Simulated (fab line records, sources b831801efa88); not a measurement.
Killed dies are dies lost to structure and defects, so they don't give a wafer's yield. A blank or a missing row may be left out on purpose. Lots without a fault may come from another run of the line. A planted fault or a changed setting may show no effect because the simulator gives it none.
A struck lot beside a sound one | flow gf180mcu | 21 steps out of a route of 602
Sound: wafers L780.3, L780.5, L780.6. Struck: wafer L789.2. (L789.6 of the same lot was not struck and is left out.) The cause comes at the end.
At each step with rows: each side's tool, then ch and its chambers, then its first start. Under that, the readings that differ: sound wafers | struck wafers | difference of the means | sigmas: that difference in standard deviations of wafers without a fault.
alike: readings whose means differ by less than 2 such deviations, and words and numbers that are the same on both sides. not compared: withheld readings, readings that some wafer has no value for, bounds like >300 that may hide the same value, and numbers for which the record gives no deviation and whose values overlap.
The two part at a step that has a row with sigmas, a row that says differs or no value, or rows on one side only. Numbers that don't overlap but have no deviation are shown without sigmas and don't part them. A reading that every wafer of one side lacks parts them only if that side has two wafers or more.

first, 2 steps without rows for these wafers: GF_M4_CLEAN_19 (cleans in DIW); GF_V4_CVD_00 (deposits SiO2, target thk 600 nm, time 100 s).
GF_V4_THK_MEAS_01:
  sound on film_metro-04, day 25 01:45; struck on film_metro-04, day 27 16:59
  alike: V4_CVD_00_THK
GF_V4_CVD_02: deposits SiO2 from TEOS, target thk 850 nm, time 94.851 s.
  sound on pecvd-02 ch 1,2, day 25 01:47; struck on pecvd-04 ch 1, day 27 17:02
  alike: heater_power_w
GF_V4_THK_MEAS_03:
  sound on film_metro-04, day 25 01:53; struck on film_metro-01, day 27 17:07
  alike: V4_CVD_02_THK
GF_V4_CMP_04: polishes SiO2.
  sound on cmp-01 ch 0,1, day 25 01:55; struck on cmp-02 ch 2, day 27 17:16
  alike: motor_current_A, platen_rpm, time_to_endpoint_s
GF_V4_BOW_MEAS_05:
  sound on film_metro-01, day 25 02:16; struck on film_metro-04, day 27 17:29
  alike: V4_BOW
then, 5 steps without rows for these wafers: GF_V4_DEHYDRATE_06 (time 60 s); GF_V4_HMDS_07 (prime time 60 s); GF_V4_COAT_08; GF_V4_COAT_09 (resist thk 1000 nm); GF_V4_SOFTBAKE_10 (time 60 s).
GF_V4_EXPOSE_11: exposes mask Via4, target cd 260 nm.
  sound on krf_scanner-01 ch 0, day 25 12:56; struck on krf_scanner-02 ch 0, day 28 03:17
  alike: mask
then, 2 steps without rows for these wafers: GF_V4_PEB_12 (peb time 90 s); GF_V4_DEVELOP_13 (develop time 60 s).
GF_V4_CD_MEAS_14: target cd 260 nm.
  sound on cd_sem-01, day 25 23:40; struck on cd_sem-02, day 28 13:22
  reading    | sound             | struck | difference | sigmas
  cd_nm (nm) | 258.5 259.7 259.9 | 265.3  | +5.9       | +4
  not compared: hold
GF_V4_OVL_MEAS_15:
  sound on overlay-01, day 25 23:45; struck on overlay-02, day 28 13:28
  alike: V4_OVL
  not compared: hold
GF_V4_ETCH_16: etches BARC in N2/H2.
  sound on rie_diel-04 ch 1,2, day 25 23:46; struck on rie_diel-02 ch 2, day 28 13:30
  reading               | sound             | struck | difference | sigmas
  bias_w (W)            | 100.4 100.6 100.4 | 99.5   | -1.0       | -3
  oes_product_au (a.u.) | 0.852 0.857 0.844 | 0.862  | +0.011     | +2
  model.V4.cd_nm (nm)   | 258.8 259.9 260.5 | 264.2  | +4.5       |
  alike: drypump_motor_current_A, throttle_valve_pct
GF_V4_ETCH_17: etches SiO2 in C4F8/O2/Ar, stops on TiN, target depth 630 nm.
  sound on rie_diel-04 ch 1,2; struck on rie_diel-02 ch 2
  reading             | sound          | struck | difference | sigmas
  bias_w (W)          | 1205 1197 1202 | 1192   | -9         | -3
  model.V4.cd_nm (nm) | 258.3 260 260  | 264.7  | +5.3       |
  alike: oes_product_au
GF_V4_STRIP_18: strips in O2/N2.
  sound on plasma_asher-01 ch 0,1, day 25 23:56; struck on plasma_asher-04 ch 0, day 28 13:38
  reading                | sound | struck | difference                   | sigmas
  rf_hours_counter_h (h) | - - - | 24     | no value on the sound wafers |
  alike: drypump_motor_current_A, heater_power_w, o2_flow_sccm, oes_product_au
then, 1 step without rows for these wafers: GF_PASSIVATION_PROBE_99.

WHERE THEY PART
First at GF_V4_CD_MEAS_14; last, within this record, at GF_V4_STRIP_18.

WHY: what the simulator had put in
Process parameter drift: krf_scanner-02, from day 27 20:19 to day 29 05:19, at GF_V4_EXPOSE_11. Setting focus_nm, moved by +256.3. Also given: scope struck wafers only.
